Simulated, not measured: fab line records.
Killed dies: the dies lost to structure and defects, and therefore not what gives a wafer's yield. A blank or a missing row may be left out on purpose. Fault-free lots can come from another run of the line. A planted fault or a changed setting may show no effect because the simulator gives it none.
2 desks looking at one fault -- flow sky130 -- numbers are kept per desk, each desk with only its own; the story behind them comes last

## FROM THE METROLOGY DESK
Means of the sampled wafers that have a number, per lot and without regard to the tool the lot ran on: this is what the gauges read. If a lot's mean is further than 4 standard deviations from the usual mean, the lot is out of limits and carries the mark OUT (the distance appears in the brackets).
Columns: A = cdNm at SKY_POLY_GATE_CD_MEAS_13, usual 149.8 nm; B = LDD_N_OVL at SKY_LDD_N_OVL_MEAS_07, usual -0.1 nm; C = LDD_N_TW at SKY_LDD_N_TW_MEAS_17, usual 2590
lot,first seen here,A,B,C
L923,day 17 00:58,150.7,-1.0,2605
L924,day 17 06:06,149.2,-0.3,2578
L925,day 17 23:08,151.3,1.7,2558
L930,day 19 19:26,150.1,-0.5,2899 (+11) OUT
L931,day 19 20:14,149.4,-2.0,2623
L933,day 20 20:53,149.1,-2.0,2845 (+9.4) OUT
L937,day 22 07:03,149.9,1.8,2556
L939,day 23 13:57,150.0,0.5,2613
L940,day 23 14:17,149.9,-0.4,2569
L941,day 24 00:42,150.0,0.5,2590
L944,day 24 19:26,148.5,-0.3,2585
This desk reports L930, L933 out of limits; the earliest was L930 at day 21 05:16 (LDD_N_TW at SKY_LDD_N_TW_MEAS_17). In limits: L923, L924, L925, L931, L937, L939, L940, L941, L944.

## THE TOOL OWNER'S DESK: implanter-01
The tool's own readings at SKY_LDD_N_IMPLANT_10, given as means over the sampled wafers that have a number, one for each lot that went through this tool. If a lot's mean is further than 4 standard deviations from the usual mean, the lot is out of limits and carries the mark OUT (the distance appears in the brackets).
Columns: A = beamOnS at SKY_LDD_N_IMPLANT_10, usual 9.99 s; B = doseIonsCm2 at SKY_LDD_N_IMPLANT_10, usual 7.499e+13; C = endStationPressureTorr at SKY_LDD_N_IMPLANT_10, usual 5.3e-06 Torr; D = faradayCurrentUA at SKY_LDD_N_IMPLANT_10, usual 423
lot,first seen here,A,B,C,D
L924,day 18 14:47,9.91,7.499e+13,5.3e-06,426
L925,day 19 08:14,9.83,7.501e+13,5.4e-06,430
L930,day 21 04:16,41.67 (+99 or more) OUT,3.731e+14 (+99 or more) OUT,5.1e-06,504 (+10) OUT
L933,day 22 05:19,42.26 (+99 or more) OUT,3.730e+14 (+99 or more) OUT,4.9e-06,498 (+9.6) OUT
L939,day 24 21:28,9.91,7.509e+13,5.3e-06,426
L941,day 25 09:01,9.97,7.489e+13,5.1e-06,424
This desk's finding: out of limits on L930, L933; first on L930, day 21 04:16 (beamOnS at SKY_LDD_N_IMPLANT_10). In limits: L924, L925, L939, L941.

## BROUGHT TOGETHER
The tool owner's desk had the chance to raise an alarm at day 21 04:16 on L930, L933.
An alarm was possible from the metrology desk at day 21 05:16, on L930, L933.
The lots listed all ran SKY_LDD_N_IMPLANT_10 on implanter-01.

## WHAT WAS PUT IN BY THE SIMULATOR
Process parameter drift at SKY_LDD_N_IMPLANT_10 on implanter-01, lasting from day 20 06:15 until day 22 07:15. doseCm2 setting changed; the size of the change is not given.
Struck lots among those shown: L930, L933.
Counting hours from when the fault started, the first reading out of limits came at 22 for the tool owner's desk and at 23 for the metrology desk.
